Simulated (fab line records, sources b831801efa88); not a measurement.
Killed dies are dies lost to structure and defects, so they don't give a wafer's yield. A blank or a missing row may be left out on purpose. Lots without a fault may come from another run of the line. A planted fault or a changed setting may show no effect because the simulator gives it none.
A struck lot beside a sound one | flow sky130 | 42 steps out of a route of 708
Sound: wafers L369.2, L369.4, L369.6. Struck: wafers L378.2, L378.5. (L378.4 of the same lot was not struck and is left out.) The cause comes at the end.
At each step with rows: each side's tool, then ch and its chambers, then its first start. Under that, the readings that differ: sound wafers | struck wafers | difference of the means | sigmas: that difference in standard deviations of wafers without a fault.
alike: readings whose means differ by less than 2 such deviations, and words and numbers that are the same on both sides. not compared: withheld readings, readings that some wafer has no value for, bounds like >300 that may hide the same value, and numbers for which the record gives no deviation and whose values overlap.
The two part at a step that has a row with sigmas, a row that says differs or no value, or rows on one side only. Numbers that don't overlap but have no deviation are shown without sigmas and don't part them. A reading that every wafer of one side lacks parts them only if that side has two wafers or more.

first, 3 steps without rows for these wafers: SKY_VIA4_STRIP_14 (strips in post etch residue remover, time 1200 s); SKY_VIA4_CLEAN_15 (cleans in IPA, time 180 s); SKY_VIA4_CLEAN_16 (cleans in O3/DIW).
SKY_VIA4_SPUTTER_17: material TiN, target thk 20 nm, time 80 s.
  sound on pvd_sputter-04, day 43 05:04; struck on pvd_sputter-02, day 45 18:05
  alike: throttle_valve_pct
then, 1 step without rows for these wafers: SKY_VIA4_CVD_18 (deposits W, target thk 505 nm, time 152.14 s).
SKY_VIA4_RS_MEAS_19: measures by four-point-probe.
  sound on film_metro-01, day 43 05:18; struck on film_metro-04, day 45 18:19
  alike: VIA4_W_RS
SKY_VIA4_THK_MEAS_20: measures by xrf.
  sound on film_metro-01, day 43 05:25; struck on film_metro-04, day 45 18:26
  alike: VIA4_W_THK
SKY_VIA4_CMP_21: polishes, stops on SiO2, t overpolish 25 s, target thk 0 nm.
  sound on cmp-02 ch 1,2,3, day 43 05:28; struck on cmp-01 ch 3, day 45 18:29
  alike: motor_current_A, overpolish_run_s, slurry_flow_ml_min, time_to_endpoint_s
then, 1 step without rows for these wafers: SKY_METAL5_SPUTTER_00 (material Ti, target thk 15 nm, time 10 s).
SKY_METAL5_SPUTTER_01: material TiN, target thk 20 nm, time 16.7 s.
  sound on pvd_sputter-01, day 43 05:47; struck on pvd_sputter-01, day 45 18:48
  alike: throttle_valve_pct
SKY_METAL5_SPUTTER_02: material AlCu, target thk 1150 nm, time 61.2 s.
  sound on pvd_sputter-01, day 43 05:49; struck on pvd_sputter-01, day 45 18:50
  alike: throttle_valve_pct
then, 1 step without rows for these wafers: SKY_METAL5_SPUTTER_03 (material Ti, target thk 5 nm, time 3.3 s).
SKY_METAL5_SPUTTER_04: material TiN, target thk 70 nm, time 58.3 s.
  sound on pvd_sputter-01, day 43 05:53; struck on pvd_sputter-01, day 45 18:54
  reading                                    | sound             | struck     | difference | sigmas
  model.TiN_of_METAL5_SPUTTER_04.thk_nm (nm) | 69.15 70.17 70.19 | 96.41 96.6 | +26.67     |
  alike: throttle_valve_pct
SKY_METAL5_RS_MEAS_05: measures by four-point-probe.
  sound on film_metro-04, day 43 05:57; struck on film_metro-03, day 45 18:58
  alike: METAL5_ALCU_RS
SKY_METAL5_THK_MEAS_06: measures by xrf.
  sound on film_metro-04, day 43 06:04; struck on film_metro-03, day 45 19:05
  reading              | sound          | struck    | difference | sigmas
  METAL5_ALCU_THK (nm) | 1158 1124 1131 | 1091 1089 | -48        | -3
then, 10 steps without rows for these wafers: SKY_METAL5_DEHYDRATE_07 (time 60 s); SKY_METAL5_HMDS_08 (prime time 60 s); SKY_METAL5_COAT_09 (resist thk 1800 nm); SKY_METAL5_SOFTBAKE_10 (time 60 s); SKY_METAL5_EXPOSE_11 (exposes mask MM5, target cd 1600 nm); SKY_METAL5_PEB_12; SKY_METAL5_DEVELOP_13 (develop time 60 s); SKY_METAL5_DESCUM_14 (chemistry O2, time 11 s); SKY_METAL5_METAL_ETCH_15 (etches the open film in Cl2/BCl3, stops on SiO2, target depth 1260 nm, time 252 s); SKY_METAL5_STRIP_16 (strips in O2/N2).
SKY_METAL5_STRIP_17: strips in post etch residue remover, time 1200 s.
  sound on wet_bench-03 ch 1, day 44 05:13; struck on wet_bench-02 ch 2, day 46 15:19
  reading                                    | sound             | struck      | difference | sigmas
  model.TiN_of_METAL5_SPUTTER_04.thk_nm (nm) | 68.73 69.75 69.76 | 95.99 96.19 | +26.68     |
then, 2 steps without rows for these wafers: SKY_METAL5_CLEAN_18 (cleans in IPA, time 180 s); SKY_METAL5_CLEAN_19 (cleans in O3/DIW).
SKY_PASSIVATION_CVD_00: deposits SiO2, target thk 90 nm.
  sound on pecvd-02 ch 1,2, day 44 05:47; struck on pecvd-02 ch 0,2, day 46 15:51
  alike: heater_power_w
SKY_PASSIVATION_THK_MEAS_01:
  sound on film_metro-01, day 44 05:49; struck on film_metro-01, day 46 15:53
  alike: PASSIVATION_CVD_00_THK
then, 1 step without rows for these wafers: SKY_PASSIVATION_CVD_02 (deposits Si3N4, target thk 540 nm).
SKY_PASSIVATION_THK_MEAS_03:
  sound on film_metro-02, day 44 06:07; struck on film_metro-01, day 46 16:10
  alike: PASSIVATION_CVD_02_THK
then, 7 steps without rows for these wafers: SKY_PASSIVATION_DEHYDRATE_04 (time 60 s); SKY_PASSIVATION_HMDS_05 (prime time 60 s); SKY_PASSIVATION_COAT_06 (resist thk 3000 nm); SKY_PASSIVATION_SOFTBAKE_07; SKY_PASSIVATION_EXPOSE_08 (exposes mask NSM, target cd 3000 nm); SKY_PASSIVATION_PEB_09; SKY_PASSIVATION_DEVELOP_10 (develop time 60 s).
SKY_PASSIVATION_ETCH_11: etches the open film in CF4/O2, stops on AlCu, target depth 725 nm, time 161.1 s.
  sound on rie_diel-01 ch 0,1,2, day 45 03:17; struck on rie_diel-03 ch 1, day 47 11:51
  reading                                 | sound             | struck      | difference | sigmas
  oes_product_au (a.u.)                   | 0.975 0.977 0.978 | 0.990 1.005 | +0.021     | +3
  model.PASSIVATION.feature_depth_nm (nm) | 693.2 708.6 703.2 | 724.2 742.3 | +31.6      |
  alike: drypump_motor_current_A, throttle_valve_pct
  not compared: rf_hours_counter_h
then, 2 steps without rows for these wafers: SKY_PASSIVATION_STRIP_12 (strips in O2/N2); SKY_PAD_OPEN_PROBE_99.

WHERE THEY PART
First at SKY_METAL5_THK_MEAS_06; last, within this record, at SKY_PASSIVATION_ETCH_11.

WHY: what the simulator had put in
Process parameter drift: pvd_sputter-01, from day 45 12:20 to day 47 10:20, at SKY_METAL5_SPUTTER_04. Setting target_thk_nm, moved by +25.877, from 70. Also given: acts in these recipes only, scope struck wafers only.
